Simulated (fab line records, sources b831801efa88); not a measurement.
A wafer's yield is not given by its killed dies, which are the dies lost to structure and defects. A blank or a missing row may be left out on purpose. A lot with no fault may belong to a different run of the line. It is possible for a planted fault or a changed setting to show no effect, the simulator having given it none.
Which tool was responsible? + flow gf180mcu + 36 wafers from 12 lots sampled at 3 of the route's 602 steps

== WHAT THE GAUGES SHOWED, per wafer ==
GF_V3_THK_MEAS_03.
| lot  | measured     | on            | V3_CVD_02_THK (nm) |
|------|--------------|---------------|--------------------|
| L075 | day 21 14:13 | film metro-03 | 836 833 846        |
| L077 | day 22 12:02 | film metro-04 | 833 829 842        |
| L079 | day 23 00:16 | film metro-01 | 848 856 853        |
| L081 | day 23 21:31 | film metro-01 | 843 834 853        |
| L083 | day 24 15:55 | film metro-01 | 844 833 846        |
| L085 | day 25 07:10 | film metro-03 | 841 840 844        |
| L087 | day 26 04:26 | film metro-03 | 843 852 862        |
| L089 | day 26 15:45 | film metro-01 | 843 863 842        |
| L091 | day 27 04:19 | film metro-01 | 846 861 862        |
| L093 | day 27 20:02 | film metro-01 | 845 862 853        |
| L095 | day 28 11:28 | film metro-03 | 841 846 856        |
| L097 | day 28 19:14 | film metro-04 | 850 835 851        |

== WHICH TOOL RAN EACH LOT (tool, then ch and the chambers of the sampled wafers, then the start) ==
| lot  | GF_V2_CMP_04                  | GF_V2_ETCH_17                                 |
|------|-------------------------------|-----------------------------------------------|
| L075 | cmp-01 ch 0,1, day 19 10:44   | rie diel-03 ch 0,1, day 21 14:13 or earlier   |
| L077 | cmp-02 ch 0,1,3, day 20 08:44 | rie diel-04 ch 1,2, day 22 12:02 or earlier   |
| L079 | cmp-02 ch 0,2,3, day 20 22:28 | rie diel-04 ch 0,1,2, day 23 00:16 or earlier |
| L081 | cmp-01 ch 0,1,3, day 21 20:16 | rie diel-01 ch 1,2,3, day 23 21:31 or earlier |
| L083 | cmp-02 ch 0,2,3, day 22 14:20 | rie diel-01 ch 1,3, day 24 15:55 or earlier   |
| L085 | cmp-01 ch 0,1,3, day 23 07:14 | rie diel-04 ch 0,2,3, day 25 07:10 or earlier |
| L087 | cmp-02 ch 0,2,3, day 24 05:58 | rie diel-03 ch 0,3, day 26 04:26 or earlier   |
| L089 | cmp-01 ch 0,2,3, day 24 16:56 | rie diel-03 ch 1,3, day 26 15:45 or earlier   |
| L091 | cmp-01 ch 0,2,3, day 25 07:56 | rie diel-03 ch 0,1,3, day 27 04:19 or earlier |
| L093 | cmp-02 ch 1,2, day 26 00:07   | rie diel-03 ch 0,1,2, day 27 20:02 or earlier |
| L095 | cmp-01 ch 0,1,2, day 26 16:13 | rie diel-04 ch 1,2,3, day 28 11:28 or earlier |
| L097 | cmp-01 ch 0,1,2, day 27 00:34 | rie diel-03 ch 0,2,3, day 28 19:14 or earlier |
- GF_V2_CMP_04: polishes SiO2.
- GF_V2_ETCH_17: etches SiO2 in C4F8/O2/Ar, stops on TiN, target depth 630 nm.

== THE ANSWER, worked out from the rows above alone ==
Rule: the lots themselves supply what counts as usual. Put in order of their means at a reading, lots are off if they are a third of the lots or fewer, leave a main group of 4 or more, and stand apart from it by a gap of 3 or more times the standard deviation of the main group's means; of several such gaps the widest counts. The tables above print the reading to a certain number of digits; a main group whose means all agree to those digits is not used. A lot without any number at a reading at which 4 lots or more have one is off too. Any other lot the step has rows for is counted as sound.
Nothing can be told from this: no lot is off at any reading shown.

== WHAT THE SIMULATOR PUT IN ==
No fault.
